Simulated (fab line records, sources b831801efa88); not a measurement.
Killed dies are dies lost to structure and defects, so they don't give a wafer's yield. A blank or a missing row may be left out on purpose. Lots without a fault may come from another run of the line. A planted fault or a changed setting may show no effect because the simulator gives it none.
Which tool did it? | flow sfq_line | 14 lots, 42 wafers sampled, at 1 step of a route of 325

WHAT THE GAUGES READ, wafer by wafer
The record holds no reading of a measuring or inspecting step that can be judged against a usual standard deviation.

WHICH TOOL RAN EACH LOT (tool, then ch and the chambers of the sampled wafers, then the start)
lot  | SFQ_TRILAYER_M4_LITHO_PEB_096
L102 | litho_track-02 ch 0, day 34 06:23
L104 | litho_track-03 ch 0, day 35 07:32
L105 | litho_track-03 ch 0, day 35 11:08
L106 | litho_track-02 ch 0, day 35 15:56
L107 | litho_track-01 ch 0, day 35 18:22
L108 | litho_track-02 ch 0, day 36 07:34
L109 | litho_track-03 ch 0, day 36 09:59
L110 | litho_track-01 ch 0, day 36 11:08
L111 | litho_track-03 ch 0, day 37 07:01
L116 | litho_track-02 ch 0, day 40 20:47
L118 | litho_track-02 ch 0, day 41 01:35
L122 | litho_track-03 ch 0, day 43 16:36
L124 | litho_track-03 ch 0, day 44 16:09
L125 | litho_track-03 ch 0, day 45 06:50
- SFQ_TRILAYER_M4_LITHO_PEB_096: peb time 60 s.

WHAT THE TOOLS THEMSELVES READ (means of the sampled wafers that have a number; where no wafer has one, the mark that the record gives instead)
SFQ_TRILAYER_M4_LITHO_PEB_096.
lot  | tool           | chill_plate_temp_C (C) | heater_power_total_W (W) | plate_temp_C (C)
L102 | litho_track-02 | 23.01                  | 79.20                    | 114.99
L104 | litho_track-03 | 22.95                  | 79.21                    | 114.77
L105 | litho_track-03 | 23.05                  | 79.15                    | 115.17
L106 | litho_track-02 | 22.98                  | 79.12                    | 115.06
L107 | litho_track-01 | 22.88                  | 79.14                    | 114.94
L108 | litho_track-02 | 23.00                  | 79.16                    | 115.02
L109 | litho_track-03 | 22.94                  | 79.17                    | 115.04
L110 | litho_track-01 | 23.02                  | 79.12                    | 114.94
L111 | litho_track-03 | 23.00                  | 79.22                    | 114.93
L116 | litho_track-02 | 22.83                  | 70.23                    | 105.09
L118 | litho_track-02 | 23.14                  | 70.08                    | 104.98
L122 | litho_track-03 | 23.06                  | 79.17                    | 114.82
L124 | litho_track-03 | 23.03                  | 79.18                    | 115.06
L125 | litho_track-03 | 23.09                  | 79.15                    | 114.94

THE ANSWER, worked out from the rows above alone
Rule: what is usual is taken from the lots themselves. Put in order of their means at a reading, lots are off if they are a third of the lots or fewer, leave a main group of 4 or more, and stand apart from it by a gap of 3 or more times the standard deviation of the main group's means; of several such gaps the widest counts. A main group whose means are all the same, to the digits that the tables above print for the reading, isn't used. A lot without any number at a reading at which 4 lots or more have one is off too. The other lots that the step has rows for count as sound. The gauges are gone through in route order, then the tools' own readings, and for those a lot's mean is taken as printed above. The first step at which some lot is off is used, and at that step the reading that is off furthest; a lot without a number counts as furthest.
Off: L116, L118, at SFQ_TRILAYER_M4_LITHO_PEB_096 (heater_power_total_W). The main group: mean 79.17 W, standard deviation 0.031.
A tool fits if, at that step or a process step before it, it ran every lot that is off, and no sound lot after the first of them. One fits: litho_track-02 at SFQ_TRILAYER_M4_LITHO_PEB_096. Its last sound lot is L108 (day 36 07:34), its first lot that is off L116 (day 40 20:47): a fault that began between those two fits.
The tool's own readings at SFQ_TRILAYER_M4_LITHO_PEB_096 bear it out: on the lots that are off they differ by more than 5 times the standard deviation of the sound lots' means. heater_power_total_W reads 70.16 W there against 79.17 W on the sound lots; plate_temp_C reads 105.03 C there against 114.97 C on the sound lots.

WHAT THE SIMULATOR HAD PUT IN
Process parameter drift: litho_track-02, from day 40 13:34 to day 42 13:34, at SFQ_TRILAYER_M4_LITHO_PEB_096. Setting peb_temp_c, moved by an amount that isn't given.
Lots struck among those shown: L116, L118. The rule above found the same.
